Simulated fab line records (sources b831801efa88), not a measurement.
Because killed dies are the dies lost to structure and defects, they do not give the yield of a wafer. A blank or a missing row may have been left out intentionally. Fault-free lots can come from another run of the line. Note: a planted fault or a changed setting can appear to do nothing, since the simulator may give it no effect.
fab line records ; flow sky130 ; part 1 of 2: steps 1 to 26 of 40
[record] lots = 5; wafers = 15; last-day = 50
route steps=708 shown LI_CONTACT@380 LOCAL_INTERCONNECT@387 CONTACT@406
lots untouched by any fault: they come from a run of this same line in which no faults occurred
start-h: the number of hours between the record's first day and the start of the first shown wafer of the lot ; wait-h: hours since the lot's step before ; " as in the row above ; L1.1+2: a single row standing in for several wafers ; - no value present, or no start provided ; * or withheld: withheld ; < > ~ a bound
route shown NAME@n: names a module that has steps shown in the file, with the first one's number in the route ; usual: mean/standard deviation taken from wafers without a fault ; same: alike in all rows ; chamber/n: place in a boat ; sites: the reading at each site ; _std_site: standard deviation of those values ; _edge_site: inner sites' mean taken away from outer sites' mean ; radius-mm: for every site, how far away it sits from the centre of the wafer ; mask NAME#n: copy n ; behind: the last tool/chamber to shape the wafer ; hold: why the lot was held/for how many hours/how that ended ; device: transistor that didn't switch, given as n, p or np ; end of line: the tests these same wafers got at the end of their route ; a step given without rows: its recipe and nothing more ; killed: dies lost to structure and defects at the first sort, not the wafer's yield ; map: per-die view of a wafer (x killed, . not killed, _ where there is no die)
set.NAME: the setting as run; set.NAME@STEP: as run at that earlier step ; model.NAME: the simulator's own value behind a step, which no gauge read
a table for each step, a row for each wafer; lots at some steps of the route
services: when a tool's chamber went out of use (start-h, in hours from the record's first day, below 0 if earlier), for how many hours, and the reason
[[steps]]
[step SKY_LI_CONTACT_PRE_CLEAN_18]
[recipe] gas = Ar; time-s = 5.6; bias-v = 358
lot.wafer;tool;chamber;start-h;wait-h
L079.3+5+6;pvd-sputter-03;-;717.29;0.0
L084.1+2+4;pvd-sputter-03;-;766.03;0.0
L090.2+3+5;pvd-sputter-02;-;808.35;0.0
L092.1+2+3;pvd-sputter-02;-;811.48;0.0
L096.1+4+6;pvd-sputter-02;-;854.22;0.0
[step SKY_LI_CONTACT_SPUTTER_19]
[recipe] material = Ti; target-thk-nm = 20; chamber-pressure-pa = 5; power-w = 2500; substrate-temp-c = 200; time-s = 101.8
[usual] throttle-valve-pct = 30.3/0.67
lot.wafer;tool;chamber;start-h;wait-h;throttle-valve-pct
L079.3;pvd-sputter-03;-;717.31;0.0;29.7
L079.5;pvd-sputter-03;-;717.31;0.0;31.1
L079.6;pvd-sputter-03;-;717.31;0.0;30.9
L084.1;pvd-sputter-03;-;766.05;0.0;30.8
L084.2;pvd-sputter-03;-;766.05;0.0;30.0
L084.4;pvd-sputter-03;-;766.05;0.0;30.7
L090.2;pvd-sputter-02;-;808.37;0.0;29.2
L090.3;pvd-sputter-02;-;808.37;0.0;30.7
L090.5;pvd-sputter-02;-;808.37;0.0;31.0
L092.1;pvd-sputter-02;-;811.50;0.0;29.4
L092.2;pvd-sputter-02;-;811.50;0.0;29.7
L092.3;pvd-sputter-02;-;811.50;0.0;31.0
L096.1;pvd-sputter-02;-;854.24;0.0;29.0
L096.4;pvd-sputter-02;-;854.24;0.0;30.4
L096.6;pvd-sputter-02;-;854.24;0.0;31.2
[step SKY_LI_CONTACT_SPUTTER_20]
[recipe] material = TiN; target-thk-nm = 20; chamber-pressure-pa = 5; power-w = 4000; time-s = 80
[usual] throttle-valve-pct = 30.3/0.68
lot.wafer;tool;chamber;start-h;wait-h;throttle-valve-pct
L079.3;pvd-sputter-03;-;717.38;0.0;29.8
L079.5;pvd-sputter-03;-;717.38;0.0;31.1
L079.6;pvd-sputter-03;-;717.38;0.0;31.3
L084.1;pvd-sputter-03;-;766.13;0.0;30.9
L084.2;pvd-sputter-03;-;766.13;0.0;29.9
L084.4;pvd-sputter-03;-;766.13;0.0;31.1
L090.2;pvd-sputter-02;-;808.44;0.0;29.2
L090.3;pvd-sputter-02;-;808.44;0.0;31.0
L090.5;pvd-sputter-02;-;808.44;0.0;30.7
L092.1;pvd-sputter-02;-;811.58;0.0;29.4
L092.2;pvd-sputter-02;-;811.58;0.0;29.8
L092.3;pvd-sputter-02;-;811.58;0.0;30.9
L096.1;pvd-sputter-02;-;854.32;0.0;29.6
L096.4;pvd-sputter-02;-;854.32;0.0;30.5
L096.6;pvd-sputter-02;-;854.32;0.0;31.0
[step SKY_LI_CONTACT_CVD_21]
[recipe] material = W; target-thk-nm = 400; time-s = 120.56; temp-c = 400; pressure-torr = 40
[usual] heater-power-w = 886/67
lot.wafer;tool;chamber;start-h;wait-h;heater-power-w
L079.3;cvd-w-01;0;717.49;0.1;763
L079.5;cvd-w-01;0;717.49;0.1;761
L079.6;cvd-w-01;1;717.49;0.1;932
L084.1;cvd-w-02;0;766.19;0.0;944
L084.2;cvd-w-02;1;766.19;0.0;906
L084.4;cvd-w-02;0;766.19;0.0;938
L090.2;cvd-w-02;0;808.51;0.0;922
L090.3;cvd-w-02;1;808.51;0.0;887
L090.5;cvd-w-02;0;808.51;0.0;923
L092.1;cvd-w-01;1;811.64;0.0;951
L092.2;cvd-w-01;0;811.64;0.0;757
L092.3;cvd-w-01;1;811.64;0.0;941
L096.1;cvd-w-02;0;854.38;0.0;957
L096.4;cvd-w-02;1;854.38;0.0;900
L096.6;cvd-w-02;1;854.38;0.0;894
[step SKY_LI_CONTACT_RS_MEAS_22]
[recipe] thk-meas-gauge = four-point-probe; reads = W_of_LI_CONTACT_CVD_21+TiN_of_LI_CONTACT_SPUTTER_20+Ti_of_LI_CONTACT_SPUTTER_19
[usual] LI_CONTACT_W_RS = 0.285/0.006
lot.wafer;tool;chamber;start-h;wait-h;LI_CONTACT_W_RS[ohm/sq]
L079.3;film-metro-02;-;717.61;0.1;0.273
L079.5;film-metro-02;-;717.61;0.1;0.272
L079.6;film-metro-02;-;717.61;0.1;0.282
L084.1;film-metro-01;-;766.32;0.1;0.289
L084.2;film-metro-01;-;766.32;0.1;0.291
L084.4;film-metro-01;-;766.32;0.1;0.288
L090.2;film-metro-02;-;808.65;0.1;0.285
L090.3;film-metro-02;-;808.65;0.1;0.286
L090.5;film-metro-02;-;808.65;0.1;0.282
L092.1;film-metro-02;-;811.77;0.1;0.289
L092.2;film-metro-02;-;811.77;0.1;0.272
L092.3;film-metro-02;-;811.77;0.1;0.288
L096.1;film-metro-03;-;854.50;0.1;0.286
L096.4;film-metro-03;-;854.50;0.1;0.286
L096.6;film-metro-03;-;854.50;0.1;0.289
[step SKY_LI_CONTACT_THK_MEAS_23]
[recipe] thk-meas-gauge = xrf; reads = W_of_LI_CONTACT_CVD_21
[usual] LI_CONTACT_W_THK = 415/9.3
lot.wafer;tool;chamber;start-h;wait-h;LI_CONTACT_W_THK[nm]
L079.3;film-metro-02;-;717.71;0.1;435
L079.5;film-metro-02;-;717.71;0.1;436
L079.6;film-metro-02;-;717.71;0.1;417
L084.1;film-metro-01;-;766.44;0.1;410
L084.2;film-metro-01;-;766.44;0.1;411
L084.4;film-metro-01;-;766.44;0.1;414
L090.2;film-metro-02;-;808.76;0.1;417
L090.3;film-metro-02;-;808.76;0.1;411
L090.5;film-metro-02;-;808.76;0.1;420
L092.1;film-metro-02;-;811.89;0.1;408
L092.2;film-metro-02;-;811.89;0.1;437
L092.3;film-metro-02;-;811.89;0.1;408
L096.1;film-metro-03;-;854.62;0.1;414
L096.4;film-metro-03;-;854.62;0.1;415
L096.6;film-metro-03;-;854.62;0.1;407
[step SKY_LI_CONTACT_CMP_24]
[recipe] stop-on = PSG; t-overpolish-s = 20; down-force-psi = 3.5; platen-rpm = 60; target-thk-nm = 0; pad-velocity-m-s = 0.94248
[usual] motor-current-A = 11.0/1.1; overpolish-run-s = 19.999/0.0086; time-to-endpoint-s = 98/3.9
lot.wafer;tool;chamber;start-h;wait-h;motor-current-A;overpolish-run-s;time-to-endpoint-s
L079.3;cmp-02;1;717.75;0.0;12.0;20.024;102
L079.6;cmp-02;1;717.75;0.0;11.4;19.990;97
L079.5;cmp-02;2;717.75;0.0;9.6;20.008;102
L084.2;cmp-01;2;766.73;0.3;10.4;19.994;98
L084.1;cmp-01;3;766.73;0.3;10.1;19.993;100
L084.4;cmp-01;0;766.73;0.3;9.3;20.003;99
L090.3;cmp-02;1;808.81;0.0;11.9;19.989;92
L090.2;cmp-02;3;808.81;0.0;11.3;19.999;90
L090.5;cmp-02;2;808.81;0.0;9.9;19.992;93
L092.2;cmp-01;0;812.41;0.5;9.3;20.004;100
L092.1;cmp-01;2;812.41;0.5;10.5;20.008;98
L092.3;cmp-01;3;812.41;0.5;9.5;19.993;93
L096.1;cmp-01;0;854.78;0.1;9.5;20.003;101
L096.4;cmp-01;1;854.78;0.1;12.5;19.992;104
L096.6;cmp-01;3;854.78;0.1;9.6;20.010;100
[step SKY_LOCAL_INTERCONNECT_SPUTTER_00]
[recipe] material = TiN; target-thk-nm = 100; temp-c = 300; power-w = 6500; time-s = 83.3; chamber-pressure-pa = 0.4
[usual] throttle-valve-pct = 30.6/0.79
lot.wafer;tool;chamber;start-h;wait-h;throttle-valve-pct
L079.3;pvd-sputter-02;-;718.05;0.2;30.3
L079.5;pvd-sputter-02;-;718.05;0.2;29.8
L079.6;pvd-sputter-02;-;718.05;0.2;30.1
L084.1;pvd-sputter-04;-;767.03;0.2;31.5
L084.2;pvd-sputter-04;-;767.03;0.2;32.0
L084.4;pvd-sputter-04;-;767.03;0.2;30.0
L090.2;pvd-sputter-02;-;809.11;0.1;29.9
L090.3;pvd-sputter-02;-;809.11;0.1;30.8
L090.5;pvd-sputter-02;-;809.11;0.1;29.6
L092.1;pvd-sputter-04;-;812.71;0.1;31.3
L092.2;pvd-sputter-04;-;812.71;0.1;29.8
L092.3;pvd-sputter-04;-;812.71;0.1;32.2
L096.1;pvd-sputter-04;-;854.98;0.1;31.5
L096.4;pvd-sputter-04;-;854.98;0.1;29.2
L096.6;pvd-sputter-04;-;854.98;0.1;30.0
[step SKY_LOCAL_INTERCONNECT_RS_MEAS_01]
[recipe] thk-meas-gauge = four-point-probe; reads = TiN_of_LOCAL_INTERCONNECT_SPUTTER_00
[usual] LOCAL_INTERCONNECT_TIN_RS = 14.23/0.18
lot.wafer;tool;chamber;start-h;wait-h;LOCAL_INTERCONNECT_TIN_RS[ohm/sq]
L079.3;film-metro-03;-;718.15;0.1;14.50
L079.5;film-metro-03;-;718.15;0.1;14.48
L079.6;film-metro-03;-;718.15;0.1;14.50
L084.1;film-metro-04;-;767.10;0.0;14.02
L084.2;film-metro-04;-;767.10;0.0;14.13
L084.4;film-metro-04;-;767.10;0.0;14.19
L090.2;film-metro-04;-;809.19;0.1;14.45
L090.3;film-metro-04;-;809.19;0.1;14.16
L090.5;film-metro-04;-;809.19;0.1;14.43
L092.1;film-metro-03;-;812.77;0.0;14.24
L092.2;film-metro-03;-;812.77;0.0;14.12
L092.3;film-metro-03;-;812.77;0.0;14.10
L096.1;film-metro-04;-;855.05;0.0;14.08
L096.4;film-metro-04;-;855.05;0.0;14.29
L096.6;film-metro-04;-;855.05;0.0;14.09
[step SKY_LOCAL_INTERCONNECT_THK_MEAS_02]
[recipe] thk-meas-gauge = xrf; reads = TiN_of_LOCAL_INTERCONNECT_SPUTTER_00
[usual] LOCAL_INTERCONNECT_TIN_THK = 98.7/1.2
lot.wafer;tool;chamber;start-h;wait-h;LOCAL_INTERCONNECT_TIN_THK[nm]
L079.3;film-metro-03;-;718.25;0.1;97.6
L079.5;film-metro-03;-;718.25;0.1;97.9
L079.6;film-metro-03;-;718.25;0.1;98.0
L084.1;film-metro-04;-;767.22;0.1;99.9
L084.2;film-metro-04;-;767.22;0.1;99.3
L084.4;film-metro-04;-;767.22;0.1;99.4
L090.2;film-metro-04;-;809.30;0.1;97.0
L090.3;film-metro-04;-;809.30;0.1;99.0
L090.5;film-metro-04;-;809.30;0.1;97.8
L092.1;film-metro-03;-;812.89;0.1;99.7
L092.2;film-metro-03;-;812.89;0.1;99.9
L092.3;film-metro-03;-;812.89;0.1;100.2
L096.1;film-metro-04;-;855.17;0.1;99.0
L096.4;film-metro-04;-;855.17;0.1;97.6
L096.6;film-metro-04;-;855.17;0.1;98.7
[step SKY_LOCAL_INTERCONNECT_DEHYDRATE_03]
[recipe] temp-c = 200; time-s = 60
lot.wafer;tool;chamber;start-h;wait-h
L079.3+5+6;litho-track-03;0;731.19;12.9
L084.1+2+4;litho-track-03;0;778.94;11.7
L090.2+3+5;litho-track-01;0;822.15;12.8
L092.1+2+3;litho-track-03;0;825.79;12.9
L096.1+4+6;litho-track-03;0;866.74;11.6
[step SKY_LOCAL_INTERCONNECT_HMDS_04]
[recipe] prime-time-s = 60; prime-temp-c = 120
[same] prime-time-s = 60
lot.wafer;tool;chamber;start-h;wait-h
L079.3+5+6;litho-track-03;0;731.34;0.1
L084.1+2+4;litho-track-03;0;779.09;0.1
L090.2+3+5;litho-track-01;0;822.30;0.1
L092.1+2+3;litho-track-03;0;825.94;0.1
L096.1+4+6;litho-track-03;0;866.89;0.1
[step SKY_LOCAL_INTERCONNECT_COAT_05]
[recipe] resist = BARC; temp-c = withheld; time-s = withheld; spin-rpm = 3000; resist-thk-nm = 60
lot.wafer;tool;chamber;start-h;wait-h
L079.3+5+6;litho-track-03;0;731.49;0.1
L084.1+2+4;litho-track-03;0;779.24;0.1
L090.2+3+5;litho-track-01;0;822.45;0.1
L092.1+2+3;litho-track-03;0;826.09;0.1
L096.1+4+6;litho-track-03;0;867.04;0.1
[step SKY_LOCAL_INTERCONNECT_COAT_06]
[recipe] resist = KrF-thick; spin-rpm = 3000; resist-thk-nm = 450
lot.wafer;tool;chamber;start-h;wait-h
L079.3+5+6;litho-track-03;0;-;-
L084.1+2+4;litho-track-03;0;-;-
L090.2+3+5;litho-track-01;0;-;-
L092.1+2+3;litho-track-03;0;-;-
L096.1+4+6;litho-track-03;0;-;-
[step SKY_LOCAL_INTERCONNECT_SOFTBAKE_07]
[recipe] temp-c = 100; time-s = 90; resist = KrF-thick
lot.wafer;tool;chamber;start-h;wait-h
L079.3+5+6;litho-track-03;0;-;-
L084.1+2+4;litho-track-03;0;-;-
L090.2+3+5;litho-track-01;0;-;-
L092.1+2+3;litho-track-03;0;-;-
L096.1+4+6;litho-track-03;0;-;-
[step SKY_LOCAL_INTERCONNECT_EXPOSE_08]
[recipe] mask-id = LI1M; na = 0.8; source-shape = annular; sigma-inner = 0.55; sigma-outer = 0.85; target-cd-nm = 170; dose-mj = 28
[usual] stage-vel-mm-s = 500.04/0.21
lot.wafer;tool;chamber;start-h;wait-h;mask;stage-vel-mm-s
L079.3;krf-scanner-02;0;-;-;LI1M#0;500.49
L079.5;krf-scanner-02;0;-;-;LI1M#0;500.10
L079.6;krf-scanner-02;0;-;-;LI1M#0;500.26
L084.1;krf-scanner-01;0;-;-;LI1M#0;499.81
L084.2;krf-scanner-01;0;-;-;LI1M#0;500.14
L084.4;krf-scanner-01;0;-;-;LI1M#0;500.08
L090.2;krf-scanner-01;0;-;-;LI1M#0;500.26
L090.3;krf-scanner-01;0;-;-;LI1M#0;500.15
L090.5;krf-scanner-01;0;-;-;LI1M#0;500.23
L092.1;krf-scanner-01;0;-;-;LI1M#0;499.73
L092.2;krf-scanner-01;0;-;-;LI1M#0;499.77
L092.3;krf-scanner-01;0;-;-;LI1M#0;499.82
L096.1;krf-scanner-01;0;-;-;LI1M#0;500.02
L096.4;krf-scanner-01;0;-;-;LI1M#0;499.68
L096.6;krf-scanner-01;0;-;-;LI1M#0;500.04
[step SKY_LOCAL_INTERCONNECT_PEB_09]
[recipe] peb-temp-c = withheld; peb-time-s = withheld; resist = KrF-thick
lot.wafer;tool;chamber;start-h;wait-h
L079.3+5+6;litho-track-01;0;-;-
L084.1+2+4;litho-track-02;0;-;-
L090.2+3+5;litho-track-03;0;-;-
L092.1+2+3;litho-track-01;0;-;-
L096.1+4+6;litho-track-01;0;-;-
[step SKY_LOCAL_INTERCONNECT_DEVELOP_10]
[recipe] develop-time-s = 60; resist = KrF-thick; dev-temp-c = 21
[same] develop-time-s = 60
lot.wafer;tool;chamber;start-h;wait-h
L079.3+5+6;litho-track-01;0;-;-
L084.1+2+4;litho-track-02;0;-;-
L090.2+3+5;litho-track-03;0;-;-
L092.1+2+3;litho-track-01;0;-;-
L096.1+4+6;litho-track-01;0;-;-
[step SKY_LOCAL_INTERCONNECT_CD_MEAS_11]
[recipe] target-cd-nm = 170
[usual] cd-nm = 169.8/1.8
lot.wafer;tool;chamber;start-h;wait-h;cd-nm
L079.3;cd-sem-02;-;745.21;-;169.6
L079.5;cd-sem-02;-;745.21;-;168.8
L079.6;cd-sem-02;-;745.21;-;170.1
L084.1;cd-sem-02;-;793.04;-;168.9
L084.2;cd-sem-02;-;793.04;-;170.0
L084.4;cd-sem-02;-;793.04;-;168.0
L090.2;cd-sem-02;-;835.56;-;168.4
L090.3;cd-sem-02;-;835.56;-;169.1
L090.5;cd-sem-02;-;835.56;-;168.7
L092.1;cd-sem-01;-;839.48;-;169.5
L092.2;cd-sem-01;-;839.48;-;170.0
L092.3;cd-sem-01;-;839.48;-;168.7
L096.1;cd-sem-01;-;880.83;-;168.7
L096.4;cd-sem-01;-;880.83;-;169.2
L096.6;cd-sem-01;-;880.83;-;171.0
[step SKY_LOCAL_INTERCONNECT_OVL_MEAS_12]
[usual] LOCAL_INTERCONNECT_OVL = -1/6
lot.wafer;tool;chamber;start-h;wait-h;LOCAL_INTERCONNECT_OVL[nm]
L079.3;overlay-02;-;745.31;0.1;-6
L079.5;overlay-02;-;745.31;0.1;2
L079.6;overlay-02;-;745.31;0.1;-3
L084.1;overlay-01;-;793.16;0.1;-1
L084.2;overlay-01;-;793.16;0.1;1
L084.4;overlay-01;-;793.16;0.1;-6
L090.2;overlay-01;-;835.66;0.1;-14
L090.3;overlay-01;-;835.66;0.1;-14
L090.5;overlay-01;-;835.66;0.1;-7
L092.1;overlay-01;-;839.60;0.1;-7
L092.2;overlay-01;-;839.60;0.1;-3
L092.3;overlay-01;-;839.60;0.1;-2
L096.1;overlay-01;-;880.95;0.1;3
L096.4;overlay-01;-;880.95;0.1;-8
L096.6;overlay-01;-;880.95;0.1;-1
[step SKY_LOCAL_INTERCONNECT_ETCH_13]
[recipe] chemistry = N2/H2; target = BARC; ion-energy-ev = 200; bias-w = 100; pressure-mtorr = 30; n2-flow-sccm = 100; h2-flow-sccm = 200; icp-w = 500; stop-on = SiO2; time-s = 45.9; target-depth-a = 600
[usual] drypump-motor-current-A = 5.7/0.32; he-backside-leak-sccm = 3.4/0.41; n2-flow-sccm = 100.0/0.34; oes-product-au = 0.856/0.0049; throttle-valve-pct = 13.225/0.0094
lot.wafer;tool;chamber;start-h;wait-h;drypump-motor-current-A;he-backside-leak-sccm;n2-flow-sccm;oes-product-au;rf-hours-counter-h;throttle-valve-pct
L079.3;rie-metal-01;0;745.36;0.0;5.4;3.2;100.3;0.854;-;13.231
L079.5;rie-metal-01;0;745.36;0.0;5.4;3.1;99.8;0.850;-;13.229
L079.6;rie-metal-01;1;745.36;0.0;5.6;3.3;100.2;0.858;-;13.241
L084.1;rie-metal-03;0;793.19;0.0;5.7;3.4;100.0;0.857;7;13.223
L084.2;rie-metal-03;1;793.19;0.0;5.4;3.0;99.8;0.856;16;13.237
L084.4;rie-metal-03;1;793.19;0.0;5.4;2.9;100.0;0.855;-;13.225
L090.2;rie-metal-01;0;835.69;0.0;5.4;3.1;99.9;0.857;14;13.224
L090.3;rie-metal-01;0;835.69;0.0;5.4;3.3;100.4;0.859;-;13.224
L090.5;rie-metal-01;1;835.69;0.0;5.6;3.3;100.4;0.854;-;13.228
L092.1;rie-metal-03;0;839.63;0.0;5.7;3.6;99.9;0.852;9;13.242
L092.2;rie-metal-03;1;839.63;0.0;5.4;3.1;100.0;0.861;18;13.223
L092.3;rie-metal-03;1;839.63;0.0;5.4;3.1;100.0;0.860;-;13.221
L096.1;rie-metal-01;0;880.98;0.0;5.4;3.2;99.9;0.854;15;13.210
L096.4;rie-metal-01;1;880.98;0.0;5.6;3.3;99.3;0.850;-;13.227
L096.6;rie-metal-01;1;880.98;0.0;5.6;6.2;99.7;0.863;-;13.210
[step SKY_LOCAL_INTERCONNECT_METAL_ETCH_14]
[recipe] target-depth-nm = 110; stop-on = PSG; chemistry = Cl2/BCl3; target = TiN; resist-sidewall-deg = 88; pressure-mtorr = 10; icp-w = 900; bias-w = 48.5; Cl2_flow_sccm = 60; bcl3-flow-sccm = 30; time-s = 31.4
[usual] bcl3-flow-sccm = 29.99/0.092; drypump-motor-current-A = 5.7/0.33; he-backside-leak-sccm = 3.36/0.26; oes-product-au = 0.939/0.0082; throttle-valve-pct = 21.901/0.0096
lot.wafer;tool;chamber;start-h;wait-h;bcl3-flow-sccm;drypump-motor-current-A;he-backside-leak-sccm;oes-product-au;rf-hours-counter-h;throttle-valve-pct
L079.3;rie-metal-01;0;745.44;0.1;29.89;5.4;3.24;0.926;-;21.890
L079.5;rie-metal-01;0;745.44;0.1;29.96;5.4;3.04;0.943;-;21.893
L079.6;rie-metal-01;1;745.44;0.1;29.90;5.6;3.15;0.928;-;21.904
L084.1;rie-metal-03;0;793.26;0.0;29.85;5.7;3.18;0.949;7;21.900
L084.2;rie-metal-03;1;793.26;0.0;29.90;5.4;3.13;0.941;16;21.915
L084.4;rie-metal-03;1;793.26;0.0;29.93;5.4;3.09;0.934;-;21.904
L090.2;rie-metal-01;0;835.76;0.0;30.07;5.4;3.15;0.925;14;21.899
L090.3;rie-metal-01;0;835.76;0.0;30.05;5.4;3.01;0.942;-;21.901
L090.5;rie-metal-01;1;835.76;0.0;30.07;5.6;3.41;0.943;-;21.900
L092.1;rie-metal-03;0;839.69;0.0;30.11;5.7;3.41;0.942;9;21.916
L092.2;rie-metal-03;1;839.69;0.0;30.06;5.3;3.27;0.945;18;21.905
L092.3;rie-metal-03;1;839.69;0.0;29.93;5.3;3.21;0.951;-;21.886
L096.1;rie-metal-01;0;881.05;0.0;30.04;5.4;3.09;0.941;15;21.908
L096.4;rie-metal-01;1;881.05;0.0;30.14;5.6;3.33;0.923;-;21.910
L096.6;rie-metal-01;1;881.05;0.0;30.00;5.6;3.40;0.949;-;21.890
[step SKY_LOCAL_INTERCONNECT_STRIP_15]
[recipe] chemistry = O2/N2; power-w = 1400; pressure-mtorr = 1500; platen-temp-c = withheld; o2-flow-sccm = 3000; n2-flow-sccm = 300; overash-fraction = 0.5
[usual] drypump-motor-current-A = 6.0/0.39; n2-flow-sccm = 300.0/0.82; o2-flow-sccm = 3000/8.3; oes-product-au = 0.428/0.005; strip-time-to-endpoint-s = 4.728/0.018
lot.wafer;tool;chamber;start-h;wait-h;drypump-motor-current-A;n2-flow-sccm;o2-flow-sccm;oes-product-au;rf-hours-counter-h;strip-time-to-endpoint-s
L079.3;plasma-asher-01;0;745.52;0.1;5.5;299.0;3010;0.425;-;4.719
L079.5;plasma-asher-01;0;745.52;0.1;5.5;299.3;3001;0.426;-;4.739
L079.6;plasma-asher-01;1;745.52;0.1;6.1;299.7;3016;0.425;-;4.746
L084.1;plasma-asher-04;0;793.31;0.0;6.2;301.9;3002;0.428;4;4.757
L084.2;plasma-asher-04;1;793.31;0.0;6.7;299.2;2990;0.420;4;4.689
L084.4;plasma-asher-04;1;793.31;0.0;6.7;300.6;3000;0.427;-;4.686
L090.2;plasma-asher-04;1;835.81;0.0;6.7;298.7;2993;0.436;9;4.693
L090.3;plasma-asher-04;0;835.81;0.0;6.2;299.4;3010;0.427;-;4.693
L090.5;plasma-asher-04;0;835.81;0.0;6.2;300.4;3009;0.432;-;4.715
L092.1;plasma-asher-02;1;839.75;0.0;5.8;300.0;3008;0.422;41;4.737
L092.2;plasma-asher-02;0;839.75;0.0;5.6;300.3;3003;0.428;41;4.737
L092.3;plasma-asher-02;0;839.75;0.0;5.6;298.9;2999;0.426;-;4.739
L096.1;plasma-asher-02;1;881.10;0.0;5.9;300.7;3005;0.429;45;4.724
L096.4;plasma-asher-02;0;881.10;0.0;5.6;301.0;3015;0.435;-;4.717
L096.6;plasma-asher-02;0;881.10;0.0;5.6;300.3;3006;0.434;-;4.747
[step SKY_LOCAL_INTERCONNECT_STRIP_16]
[recipe] chemistry = post-etch-residue-remover; time-s = 1200; temp-c = 72.5
[usual] bath-guard-temp-C = 72.6/0.47
lot.wafer;tool;chamber;start-h;wait-h;bath-guard-temp-C
L079.3;wet-bench-02;1;745.58;0.0;73.0
L079.5;wet-bench-02;1;745.58;0.0;72.8
L079.6;wet-bench-02;1;745.58;0.0;72.8
L084.1;wet-bench-03;1;793.41;0.1;72.3
L084.2;wet-bench-03;1;793.41;0.1;72.3
L084.4;wet-bench-03;1;793.41;0.1;72.0
L090.2;wet-bench-04;3;835.91;0.1;72.6
L090.3;wet-bench-04;3;835.91;0.1;72.7
L090.5;wet-bench-04;3;835.91;0.1;72.6
L092.1;wet-bench-03;2;839.85;0.1;72.4
L092.2;wet-bench-03;2;839.85;0.1;71.8
L092.3;wet-bench-03;2;839.85;0.1;72.5
L096.1;wet-bench-02;3;881.20;0.1;71.7
L096.4;wet-bench-02;3;881.20;0.1;72.0
L096.6;wet-bench-02;3;881.20;0.1;72.1
[step SKY_LOCAL_INTERCONNECT_CLEAN_17]
[recipe] chemistry = IPA; time-s = 180; temp-c = 25
lot.wafer;tool;chamber;start-h;wait-h
L079.3+5+6;wet-bench-03;2;745.93;0.0
L084.1+2+4;wet-bench-02;2;793.75;0.0
L090.2+3+5;wet-bench-03;1;836.25;0.0
L092.1+2+3;wet-bench-04;0;840.19;0.0
L096.1+4+6;wet-bench-03;2;881.94;0.0
[step SKY_LOCAL_INTERCONNECT_CLEAN_18]
[recipe] chemistry = O3/DIW; dry = n2-spin
lot.wafer;tool;chamber;start-h;wait-h
L079.3+5+6;wet-bench-04;3;745.98;0.0
L084.1+2+4;wet-bench-04;2;793.81;0.0
L090.2+3+5;wet-bench-02;3;836.31;0.0
L092.1+2+3;wet-bench-04;2;840.25;0.0
L096.1+4+6;wet-bench-03;2;882.00;0.0
